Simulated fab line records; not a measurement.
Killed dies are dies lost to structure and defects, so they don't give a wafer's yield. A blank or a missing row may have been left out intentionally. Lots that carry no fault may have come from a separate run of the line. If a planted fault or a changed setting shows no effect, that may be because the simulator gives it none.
Struck lot and sound lot, side by side	flow sky130	43 steps out of a route of 708
Sound: wafers L591.3, L591.4, L591.5. Wafers struck: L600.2, L600.3, L600.5. Last of all comes the cause.
Each step with rows lists, per side, the tool, then ch with its chambers, then its first start. Under that, the readings that differ: sound wafers	struck wafers	difference of the means	sigmas: that difference in standard deviations of wafers without a fault.
alike: same words and numbers on both sides, and readings whose means sit less than 2 such deviations apart. not compared: any withheld reading, any reading some wafer has no value for, any bound like >300 that may hide the same value, and any number with overlapping values for which the record gives no deviation.
The two part at a step that has a row with sigmas, a row that says differs or no value, or rows on one side only. When numbers do not overlap yet have no deviation, they are printed without sigmas and do not part them. Lack of a reading on every wafer of one side parts them only where that side has two or more wafers.

first, 5 steps without rows for these wafers: SKY_SONOS_ONO_COAT_08 (resist thk 1140 nm); SKY_SONOS_ONO_SOFTBAKE_09 (time 60 s); SKY_SONOS_ONO_EXPOSE_10 (exposes mask ONOM, target cd 410 nm); SKY_SONOS_ONO_PEB_11; SKY_SONOS_ONO_DEVELOP_12 (develop time 60 s).
SKY_SONOS_ONO_CD_MEAS_13: the cd target is 410 nm.
  struck on cdSem-01, day 17 21:16; sound on cdSem-02, day 15 06:54
  alike: cdNm
SKY_SONOS_ONO_OVL_MEAS_14:
  struck on overlay-01, day 17 21:22; sound on overlay-01, day 15 07:00
  alike: SONOS_ONO_OVL
SKY_SONOS_ONO_ETCH_15: etches the open film in CHF3/O2, target depth 19.52 nm, time 7.8 s.
  sound on rieDiel-01 ch 0,1,3, day 15 07:01; struck on rieDiel-04 ch 0,2, day 17 21:24
reading	sound	struck	difference	sigmas
throttleValvePct (%)	8.823 8.795 8.815	8.838 8.835 8.818	+0.019	+2
  alike: drypumpMotorCurrentA, oesProductAu
  not compared: rfHoursCounterH
then, 1 step without rows for these wafers: SKY_SONOS_ONO_WET_ETCH_16 (etches SiO2 in dHF, target depth 14 nm, time 280 s).
SKY_SONOS_ONO_STRIP_17: strips in O2/N2.
  sound on plasmaAsher-04 ch 0,1, day 15 07:10; struck on plasmaAsher-04 ch 0,1, day 17 21:31
  alike: drypumpMotorCurrentA, n2FlowSccm, oesProductAu, stripTimeToEndpointS
  not compared: rfHoursCounterH
then, 2 steps without rows for these wafers: SKY_SONOS_ONO_WET_ETCH_18 (etches Si3N4 in H3PO4, target depth 15 nm, time 172 s); SKY_GATE_OXIDE_CLEAN_00 (cleans in SC1/SC2, time 150 s).
SKY_GATE_OXIDE_OXIDATION_01: stabilise 600 s, purge 300 s, target thk 10.268 nm.
  sound on furnace-01 ch 0, day 15 07:20; struck on furnace-01 ch 0, day 17 22:58
reading	sound	struck	difference	sigmas
spikeTcCentreC (C)	900.3 901.2 900.0	903.7 902.4 902.4	+2.3	+2
  alike: tube_center_temp_C_max
SKY_GATE_OXIDE_THK_MEAS_02:
  struck on filmMetro-04, day 18 00:23; sound on filmMetro-04, day 15 08:46
  alike: GATE_OXIDE_OXIDATION_00_THK
then, 7 steps without rows for these wafers: SKY_GATE_OXIDE_DEHYDRATE_03 (time 60 s); SKY_GATE_OXIDE_HMDS_04 (prime time 60 s); SKY_GATE_OXIDE_COAT_05 (resist thk 1140 nm); SKY_GATE_OXIDE_SOFTBAKE_06 (time 60 s); SKY_GATE_OXIDE_EXPOSE_07 (exposes mask LVOM, target cd 600 nm); SKY_GATE_OXIDE_PEB_08; SKY_GATE_OXIDE_DEVELOP_09 (develop time 60 s).
SKY_GATE_OXIDE_OVL_MEAS_10:
  struck on overlay-01, day 19 06:21; sound on overlay-01, day 16 12:29
  alike: GATE_OXIDE_OVL
then, 2 steps without rows for these wafers: SKY_GATE_OXIDE_IMPLANT_11; SKY_GATE_OXIDE_WET_ETCH_12 (etches SiO2 in dHF, target depth 16.8 nm, time 336 s).
SKY_GATE_OXIDE_STRIP_13: strips in O2/N2.
  sound on plasmaAsher-04 ch 0,1, day 16 12:55; struck on plasmaAsher-04 ch 1, day 19 06:38
  alike: drypumpMotorCurrentA, n2FlowSccm, oesProductAu, stripTimeToEndpointS
  not compared: rfHoursCounterH
SKY_GATE_OXIDE_TW_MEAS_14:
  struck on filmMetro-04, day 19 06:44; sound on filmMetro-04, day 16 13:00
  alike: GATE_OXIDE_TW
then, 3 steps without rows for these wafers: SKY_GATE_OXIDE_CLEAN_15 (cleans in SC1/SC2, time 150 s); SKY_GATE_OXIDE_OXIDATION_16 (stabilise 600 s, purge 300 s, target thk 3.57 nm); SKY_POLY_GATE_CVD_00 (deposits poly-Si, target thk 180 nm, time 720 s).
SKY_POLY_GATE_THK_MEAS_01:
  struck on filmMetro-02, day 19 09:35; sound on filmMetro-04, day 16 16:03
  alike: POLY_GATE_CVD_00_THK
then, 8 steps without rows for these wafers: SKY_RES_PROTECT_DEHYDRATE_00 (time 60 s); SKY_RES_PROTECT_HMDS_01 (prime time 60 s); SKY_RES_PROTECT_COAT_02 (resist thk 1140 nm); SKY_RES_PROTECT_SOFTBAKE_03 (time 60 s); SKY_RES_PROTECT_EXPOSE_04 (exposes mask RPM, target cd 1270 nm); SKY_RES_PROTECT_PEB_05; SKY_RES_PROTECT_DEVELOP_06 (develop time 60 s); SKY_POLY_GATE_IMPLANT_02.
SKY_RES_PROTECT_STRIP_07: strips in O2/N2.
  sound on plasmaAsher-03 ch 0,1, day 17 21:10; struck on plasmaAsher-01 ch 0,1, day 20 17:13
reading	sound	struck	difference	sigmas
n2FlowSccm (sccm)	300.0 299.5 298.9	302.2 301.0 301.6	+2.1	+2
  alike: drypumpMotorCurrentA, oesProductAu, stripTimeToEndpointS
  not compared: rfHoursCounterH
SKY_RES_PROTECT_TW_MEAS_08:
  struck on filmMetro-04, day 20 17:20; sound on filmMetro-04, day 17 21:14
  alike: POLY_GATE_TW
then, 2 steps without rows for these wafers: SKY_RES_PROTECT_CLEAN_09 (cleans in SC1/SC2, time 150 s); SKY_POLY_GATE_CVD_03 (deposits Si3N4 from DCS/NH3, target thk 75 nm, time 1290 s).
-- the record jumps here: 29 days lie between the struck wafers' starts before and after (it left off in module POLY_GATE and takes up again in module PAD_OPEN, whose first step shown is number 708 of the route) --
SKY_PAD_OPEN_PROBE_99:
  struck on prober-01, day 50 02:17; sound on prober-01, day 48 01:26
reading	sound	struck	difference	sigmas
hold	- - -	awaitDispo/1.7h/release awaitDispo/1.7h/release awaitDispo/1.7h/release	no value on the sound wafers	
killed_at_M0_to_M3	49 42 47	31 24 34	-16	-2
killedAtFrontEnd	14 10 21	311 314 314	+298	+66
killedDies	98 89 93	361 362 375	+273	+30
killedOnRim	21 21 15	73 72 77	+55	+15
killedOpen	58 51 50	25 34 45	-18	-3
  alike: killed_at_M4_up, killedAtContacts, killedAtOther, killedShort

## WHERE THEY PART
Last at SKY_PAD_OPEN_PROBE_99 as far as this record goes, first at SKY_SONOS_ONO_ETCH_15.

WHY: what the simulator had put in
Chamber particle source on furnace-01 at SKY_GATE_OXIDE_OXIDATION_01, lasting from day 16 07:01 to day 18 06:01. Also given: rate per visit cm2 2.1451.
